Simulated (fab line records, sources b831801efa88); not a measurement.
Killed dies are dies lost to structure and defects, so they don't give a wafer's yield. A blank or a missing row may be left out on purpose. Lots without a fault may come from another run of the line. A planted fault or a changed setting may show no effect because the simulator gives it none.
Which tool did it? | flow gf180mcu | 24 lots, 72 wafers sampled, at 6 steps of a route of 602

WHAT THE GAUGES READ, wafer by wafer
GF_M3_OVL_MEAS_15.
lot  | measured     | on         | M3_OVL (nm)
L074 | day 21 09:08 | overlay-02 | -5 -3 13
L075 | day 21 11:25 | overlay-02 | 2 1 8
L076 | day 21 20:47 | overlay-02 | 9 -2 2
L077 | day 22 15:56 | overlay-02 | -8 0 -4
L078 | day 23 01:26 | overlay-01 | 5 -2 8
L080 | day 23 19:50 | overlay-02 | -9 -5 -11
L079 | day 23 21:40 | overlay-01 | 2 4 -11
L082 | day 24 08:26 | overlay-01 | -4 5 -12
L081 | day 24 10:04 | overlay-02 | -5 2 -7
L083 | day 24 18:00 | overlay-01 | 3 -1 0
L084 | day 25 03:58 | overlay-02 | -1 -1 3
L085 | day 25 12:25 | overlay-01 | 2 5 6
L086 | day 25 13:55 | overlay-01 | 1 1 2
L087 | day 26 02:56 | overlay-02 | -8 -11 4
L088 | day 26 03:49 | overlay-01 | 3 5 -4
L089 | day 26 12:38 | overlay-02 | 5 9 12
L090 | day 26 18:58 | overlay-02 | -10 -2 -2
L091 | day 26 21:10 | overlay-01 | 9 4 5
L092 | day 27 05:43 | overlay-01 | 6 3 8
L093 | day 27 16:22 | overlay-02 | 1 0 -4
L094 | day 27 20:40 | overlay-02 | -12 8 -9
L095 | day 28 03:26 | overlay-02 | -3 -7 -1
L096 | day 28 11:32 | overlay-01 | -2 7 -6
L097 | day 28 19:47 | overlay-01 | 4 7 7

GF_V4_CD_MEAS_14: target cd 260 nm.
lot  | measured     | on        | cd_nm (nm)
L074 | day 24 10:25 | cd_sem-01 | 262.2 260.6 261.5
L075 | day 24 12:19 | cd_sem-01 | 259.7 260.1 260.8
L076 | day 24 20:25 | cd_sem-01 | 260.2 260.4 258.9
L077 | day 25 14:58 | cd_sem-02 | 261.3 261.9 260.8
L078 | day 25 23:55 | cd_sem-02 | 260.9 261.1 260.5
L080 | day 26 14:34 | cd_sem-01 | 260.0 260.2 260.2
L079 | day 26 16:56 | cd_sem-01 | 258.8 260.3 259.5
L082 | day 27 01:41 | cd_sem-02 | 260.9 260.4 260.6
L081 | day 27 02:58 | cd_sem-02 | 259.8 259.8 259.7
L083 | day 27 10:13 | cd_sem-01 | 259.3 259.1 258.0
L084 | day 27 19:32 | cd_sem-02 | 261.1 261.1 260.1
L085 | day 28 03:53 | cd_sem-01 | 260.2 260.3 260.8
L086 | day 28 04:43 | cd_sem-02 | 260.8 261.7 261.0
L087 | day 28 16:34 | cd_sem-01 | 258.2 258.3 259.2
L088 | day 28 18:07 | cd_sem-02 | 259.8 259.2 258.8
L089 | day 29 03:58 | cd_sem-02 | 260.3 258.4 259.9
L090 | day 29 10:25 | cd_sem-01 | 259.8 261.3 260.6
L091 | day 29 12:13 | cd_sem-02 | 259.5 258.6 259.0
L092 | day 29 19:40 | cd_sem-02 | 259.1 260.3 258.3
L093 | day 30 06:53 | cd_sem-02 | 259.2 258.5 258.9
L094 | day 30 09:58 | cd_sem-01 | 260.6 261.2 259.7
L095 | day 30 15:40 | cd_sem-01 | 259.2 259.9 259.0
L096 | day 30 23:16 | cd_sem-01 | 258.1 259.0 258.5
L097 | day 31 07:34 | cd_sem-02 | 260.5 260.3 259.8

WHICH TOOL RAN EACH LOT (tool, then ch and the chambers of the sampled wafers, then the start)
lot  | GF_M2_METAL_ETCH_16               | GF_V2_CMP_26                  | GF_M4_SPUTTER_04             | GF_V4_CMP_04
L074 | rie_metal-03 ch 0,1, day 19 04:57 | cmp-02 ch 1,2,3, day 20 08:26 | pvd_sputter-03, day 22 11:42 | cmp-01 ch 0,2,3, day 23 11:41
L075 | rie_metal-01 ch 0,1, day 19 08:16 | cmp-01 ch 0,1,2, day 20 11:05 | pvd_sputter-01, day 22 13:43 | cmp-02 ch 0,1,2, day 23 13:38
L076 | rie_metal-03 ch 0,1, day 19 17:46 | cmp-01 ch 0,1,3, day 20 20:43 | pvd_sputter-04, day 22 22:28 | cmp-02 ch 0,2, day 23 21:57
L077 | rie_metal-04 ch 0,1, day 20 14:28 | cmp-02 ch 0,3, day 21 16:20   | pvd_sputter-04, day 23 18:02 | cmp-01 ch 1,2,3, day 24 17:32
L078 | rie_metal-03 ch 1, day 21 00:09   | cmp-01 ch 1,3, day 22 01:51   | pvd_sputter-04, day 24 03:23 | cmp-01 ch 0,1, day 25 01:55
L080 | rie_metal-01 ch 0,1, day 21 19:04 | cmp-02 ch 0,2, day 22 20:37   | pvd_sputter-01, day 24 21:00 | cmp-01 ch 1,2, day 25 19:08
L079 | rie_metal-03 ch 0,1, day 21 20:31 | cmp-02 ch 0,1,3, day 22 22:22 | pvd_sputter-01, day 24 23:22 | cmp-01 ch 0,2, day 25 21:28
L082 | rie_metal-01 ch 0,1, day 22 08:28 | cmp-01 ch 1,2, day 23 09:48   | pvd_sputter-03, day 25 09:10 | cmp-01 ch 0,1,3, day 26 07:18
L081 | rie_metal-04 ch 0,1, day 22 08:46 | cmp-02 ch 0,2,3, day 23 10:17 | pvd_sputter-01, day 25 10:44 | cmp-01 ch 0,2,3, day 26 08:47
L083 | rie_metal-03 ch 1, day 22 18:28   | cmp-01 ch 2,3, day 23 19:41   | pvd_sputter-03, day 25 18:02 | cmp-02 ch 2,3, day 26 14:33
L084 | rie_metal-01 ch 0,1, day 23 04:20 | cmp-02 ch 0,1,2, day 24 05:15 | pvd_sputter-01, day 26 03:59 | cmp-02 ch 0,2,3, day 26 23:01
L085 | rie_metal-01 ch 0,1, day 23 14:20 | cmp-01 ch 1,2,3, day 24 14:38 | pvd_sputter-01, day 26 11:20 | cmp-01 ch 1,2,3, day 27 07:38
L086 | rie_metal-03 ch 0,1, day 23 15:01 | cmp-02 ch 0,3, day 24 15:53   | pvd_sputter-01, day 26 12:18 | cmp-02 ch 1,2, day 27 08:59
L087 | rie_metal-04 ch 0,1, day 24 04:31 | cmp-01 ch 0,2, day 25 05:10   | pvd_sputter-03, day 26 23:42 | cmp-01 ch 1,3, day 27 20:39
L088 | rie_metal-03 ch 0,1, day 24 06:25 | cmp-02 ch 1,2, day 25 06:22   | pvd_sputter-01, day 27 00:54 | cmp-01 ch 0,1, day 27 22:40
L089 | rie_metal-01 ch 1, day 24 17:39   | cmp-01 ch 1,2,3, day 25 17:22 | pvd_sputter-01, day 27 11:17 | cmp-01 ch 1,3, day 28 07:58
L090 | rie_metal-01 ch 0,1, day 25 00:02 | cmp-02 ch 0,2, day 26 00:13   | pvd_sputter-03, day 27 18:17 | cmp-01 ch 0,2,3, day 28 15:02
L091 | rie_metal-04 ch 0,1, day 25 02:37 | cmp-01 ch 0,2,3, day 26 02:15 | pvd_sputter-01, day 27 20:06 | cmp-01 ch 0,1,3, day 28 16:56
L092 | rie_metal-04 ch 0,1, day 25 10:54 | cmp-02 ch 1,2, day 26 10:07   | pvd_sputter-03, day 28 04:38 | cmp-02 ch 1,2,3, day 29 00:48
L093 | rie_metal-04 ch 1, day 25 22:50   | cmp-02 ch 0,2, day 26 20:01   | pvd_sputter-03, day 28 15:24 | cmp-02 ch 0,1, day 29 12:13
L094 | rie_metal-01 ch 0,1, day 26 03:29 | cmp-02 ch 0,1,3, day 26 23:31 | pvd_sputter-03, day 28 19:26 | cmp-02 ch 0,2,3, day 29 14:49
L095 | rie_metal-03 ch 0,1, day 26 09:17 | cmp-02 ch 0,2,3, day 27 06:56 | pvd_sputter-01, day 29 01:34 | cmp-01 ch 1,3, day 29 21:17
L096 | rie_metal-01 ch 0,1, day 26 15:02 | cmp-02 ch 0,3, day 27 14:32   | pvd_sputter-04, day 29 09:26 | cmp-01 ch 0,1,2, day 30 04:57
L097 | rie_metal-04 ch 0,1, day 27 00:37 | cmp-02 ch 0,1,3, day 27 23:47 | pvd_sputter-03, day 29 17:54 | cmp-02 ch 1,3, day 30 13:15
- GF_M2_METAL_ETCH_16: etches the open film in Cl2/BCl3, stops on SiO2, target depth 627.5 nm, time 104.6 s.
- GF_V2_CMP_26: polishes, stops on SiO2, t overpolish 15 s, target thk 0 nm.
- GF_M4_SPUTTER_04: material TiN, target thk 50 nm, time 41.7 s.
- GF_V4_CMP_04: polishes SiO2.

WHAT THE TOOLS THEMSELVES READ (means of the sampled wafers that have a number; where no wafer has one, the mark that the record gives instead)
GF_M2_METAL_ETCH_16.
lot  | tool         | bias_w (W) | drypump_motor_current_A (A) | oes_product_au (a.u.) | throttle_valve_pct (%)
L074 | rie_metal-03 | 139.5      | 5.7                         | 0.973                 | 28.243
L075 | rie_metal-01 | 139.6      | 5.4                         | 0.972                 | 28.252
L076 | rie_metal-03 | 139.9      | 5.7                         | 0.974                 | 28.242
L077 | rie_metal-04 | 139.7      | 5.9                         | 0.968                 | 28.253
L078 | rie_metal-03 | 140.0      | 6.1                         | 0.976                 | 28.248
L080 | rie_metal-01 | 140.1      | 5.4                         | 0.976                 | 28.251
L079 | rie_metal-03 | 140.2      | 5.9                         | 0.971                 | 28.243
L082 | rie_metal-01 | 140.0      | 5.3                         | 0.970                 | 28.254
L081 | rie_metal-04 | 139.8      | 5.7                         | 0.973                 | 28.259
L083 | rie_metal-03 | 140.3      | 6.1                         | 0.980                 | 28.243
L084 | rie_metal-01 | 140.2      | 5.3                         | 0.971                 | 28.249
L085 | rie_metal-01 | 140.2      | 5.4                         | 0.980                 | 28.238
L086 | rie_metal-03 | 140.0      | 5.7                         | 0.973                 | 28.252
L087 | rie_metal-04 | 140.1      | 5.9                         | 0.973                 | 28.241
L088 | rie_metal-03 | 140.2      | 5.9                         | 0.969                 | 28.263
L089 | rie_metal-01 | 139.6      | 5.3                         | 0.961                 | 28.256
L090 | rie_metal-01 | 140.5      | 5.4                         | 0.977                 | 28.245
L091 | rie_metal-04 | 139.3      | 5.9                         | 0.976                 | 28.249
L092 | rie_metal-04 | 139.9      | 5.7                         | 0.968                 | 28.258
L093 | rie_metal-04 | 139.9      | 6.1                         | 0.975                 | 28.251
L094 | rie_metal-01 | 139.9      | 5.3                         | 0.979                 | 28.247
L095 | rie_metal-03 | 140.0      | 5.9                         | 0.972                 | 28.253
L096 | rie_metal-01 | 139.9      | 5.4                         | 0.971                 | 28.245
L097 | rie_metal-04 | 140.3      | 5.9                         | 0.973                 | 28.239

GF_V2_CMP_26.
lot  | tool   | motor_current_A (A) | overpolish_run_s (s) | time_to_endpoint_s (s)
L074 | cmp-02 | 11.0                | 15.013               | 83
L075 | cmp-01 | 10.2                | 14.999               | 83
L076 | cmp-01 | 11.0                | 14.997               | 89
L077 | cmp-02 | 10.6                | 15.006               | 85
L078 | cmp-01 | 11.1                | 14.988               | 82
L080 | cmp-02 | 10.6                | 14.999               | 83
L079 | cmp-02 | 10.8                | 15.008               | 87
L082 | cmp-01 | 10.1                | 14.993               | 92
L081 | cmp-02 | 11.1                | 15.003               | 89
L083 | cmp-01 | 10.3                | 15.000               | 88
L084 | cmp-02 | 10.4                | 15.002               | 83
L085 | cmp-01 | 10.7                | 15.012               | 88
L086 | cmp-02 | 10.7                | 15.002               | 84
L087 | cmp-01 | 9.7                 | 14.999               | 92
L088 | cmp-02 | 10.7                | 15.004               | 77
L089 | cmp-01 | 10.5                | 14.996               | 85
L090 | cmp-02 | 10.9                | 15.001               | 86
L091 | cmp-01 | 10.2                | 15.014               | 92
L092 | cmp-02 | 10.3                | 14.997               | 81
L093 | cmp-02 | 10.2                | 15.001               | 84
L094 | cmp-02 | 10.6                | 14.994               | 81
L095 | cmp-02 | 11.0                | 15.000               | 86
L096 | cmp-02 | 10.3                | 15.004               | 83
L097 | cmp-02 | 10.9                | 15.004               | 81

GF_M4_SPUTTER_04.
lot  | tool           | throttle_valve_pct (%)
L074 | pvd_sputter-03 | 29.6
L075 | pvd_sputter-01 | 28.3
L076 | pvd_sputter-04 | 31.3
L077 | pvd_sputter-04 | 30.7
L078 | pvd_sputter-04 | 29.5
L080 | pvd_sputter-01 | 29.1
L079 | pvd_sputter-01 | 29.1
L082 | pvd_sputter-03 | 30.2
L081 | pvd_sputter-01 | 28.9
L083 | pvd_sputter-03 | 30.3
L084 | pvd_sputter-01 | 29.3
L085 | pvd_sputter-01 | 28.7
L086 | pvd_sputter-01 | 29.0
L087 | pvd_sputter-03 | 29.9
L088 | pvd_sputter-01 | 29.3
L089 | pvd_sputter-01 | 28.7
L090 | pvd_sputter-03 | 30.0
L091 | pvd_sputter-01 | 29.4
L092 | pvd_sputter-03 | 29.9
L093 | pvd_sputter-03 | 30.6
L094 | pvd_sputter-03 | 30.1
L095 | pvd_sputter-01 | 28.8
L096 | pvd_sputter-04 | 29.3
L097 | pvd_sputter-03 | 29.8

GF_V4_CMP_04.
lot  | tool   | motor_current_A (A) | time_to_endpoint_s (s)
L074 | cmp-01 | 10.8                | 88
L075 | cmp-02 | 11.2                | 76
L076 | cmp-02 | 11.7                | 84
L077 | cmp-01 | 11.8                | 85
L078 | cmp-01 | 11.8                | 85
L080 | cmp-01 | 12.2                | 81
L079 | cmp-01 | 10.6                | 87
L082 | cmp-01 | 11.9                | 88
L081 | cmp-01 | 10.9                | 80
L083 | cmp-02 | 12.2                | 86
L084 | cmp-02 | 12.0                | 83
L085 | cmp-01 | 11.9                | 87
L086 | cmp-02 | 11.2                | 78
L087 | cmp-01 | 12.4                | 78
L088 | cmp-01 | 11.7                | 83
L089 | cmp-01 | 11.8                | 81
L090 | cmp-01 | 11.0                | 83
L091 | cmp-01 | 11.8                | 80
L092 | cmp-02 | 12.2                | 87
L093 | cmp-02 | 10.9                | 79
L094 | cmp-02 | 11.5                | 82
L095 | cmp-01 | 12.3                | 85
L096 | cmp-01 | 11.6                | 83
L097 | cmp-02 | 11.6                | 81

THE ANSWER, worked out from the rows above alone
Rule: what is usual is taken from the lots themselves. Put in order of their means at a reading, lots are off if they are a third of the lots or fewer, leave a main group of 4 or more, and stand apart from it by a gap of 3 or more times the standard deviation of the main group's means; of several such gaps the widest counts. A main group whose means are all the same, to the digits that the tables above print for the reading, isn't used. A lot without any number at a reading at which 4 lots or more have one is off too. The other lots that the step has rows for count as sound. The gauges are gone through in route order, then the tools' own readings, and for those a lot's mean is taken as printed above. The first step at which some lot is off is used, and at that step the reading that is off furthest; a lot without a number counts as furthest.
No lot is off at any reading shown: from this, nothing can be told.

WHAT THE SIMULATOR HAD PUT IN
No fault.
